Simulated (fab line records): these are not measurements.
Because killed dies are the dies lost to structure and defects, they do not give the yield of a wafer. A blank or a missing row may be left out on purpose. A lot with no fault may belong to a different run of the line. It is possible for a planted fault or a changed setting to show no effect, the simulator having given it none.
The tool behind it: which one? | flow sky130 | 36 wafers from 12 lots sampled at 2 of the route's 708 steps

WHAT THE GAUGES READ, wafer by wafer
SKY_LOCAL_INTERCONNECT_THK_MEAS_02: measures by xrf.
lot  | measured     | on            | LOCAL_INTERCONNECT_TIN_THK (nm)
L075 | day 30 10:02 | film metro-02 | 100.9 100.3 100.8
L077 | day 30 11:34 | film metro-01 | 100.1 101.0 102.1
L078 | day 30 12:34 | film metro-01 | 100.8 102.3 102.1
L081 | day 30 17:38 | film metro-03 | 101.8 101.6 101.9
L083 | day 31 23:35 | film metro-02 | 101.4 101.0 102.2
L086 | day 37 01:20 | film metro-03 | 100.4 101.3 99.9
L087 | day 37 02:38 | film metro-01 | 102.4 101.1 102.0
L089 | day 37 02:56 | film metro-01 | 103.2 101.8 102.5
L090 | day 37 06:51 | film metro-01 | 102.0 101.6 101.6
L093 | day 37 03:00 | film metro-03 | 99.2 101.6 100.6
L095 | day 37 05:20 | film metro-01 | 101.7 101.4 104.4
L097 | day 37 09:01 | film metro-01 | 102.3 102.3 101.7

WHICH TOOL RAN EACH LOT (tool, then ch and the chambers of the sampled wafers, then the start)
lot  | SKY_GATE_OXIDE_STRIP_13
L075 | plasma asher-02 ch 0,1, day 14 07:14
L077 | plasma asher-03 ch 0,1, day 14 19:45
L078 | plasma asher-02 ch 0,1, day 15 10:37
L081 | plasma asher-03 ch 0,1, day 16 10:08
L083 | plasma asher-04 ch 0,1, day 17 02:07
L086 | plasma asher-03 ch 0,1, day 18 13:28
L087 | plasma asher-04 ch 0,1, day 18 14:16
L089 | plasma asher-04 ch 0, day 19 07:34
L090 | plasma asher-03 ch 0,1, day 19 20:11
L093 | plasma asher-02 ch 0,1, day 20 11:22
L095 | plasma asher-03 ch 0,1, day 21 08:01
L097 | plasma asher-04 ch 0,1, day 21 21:52
- SKY_GATE_OXIDE_STRIP_13: strips in O2/N2.

THE ANSWER, worked out from the rows above alone
Rule: what is usual is taken from the lots themselves. Put in order of their means at a reading, lots are off if they are a third of the lots or fewer, leave a main group of 4 or more, and stand apart from it by a gap of 3 or more times the standard deviation of the main group's means; of several such gaps the widest counts. A main group whose means are all the same, to the digits that the tables above print for the reading, isn't used. Also off: a lot with no number at a reading for which 4 or more lots have one. Any other lot the step has rows for is counted as sound.
No lot is off on any of the readings shown, so nothing can be concluded from this.

WHAT THE SIMULATOR PUT IN
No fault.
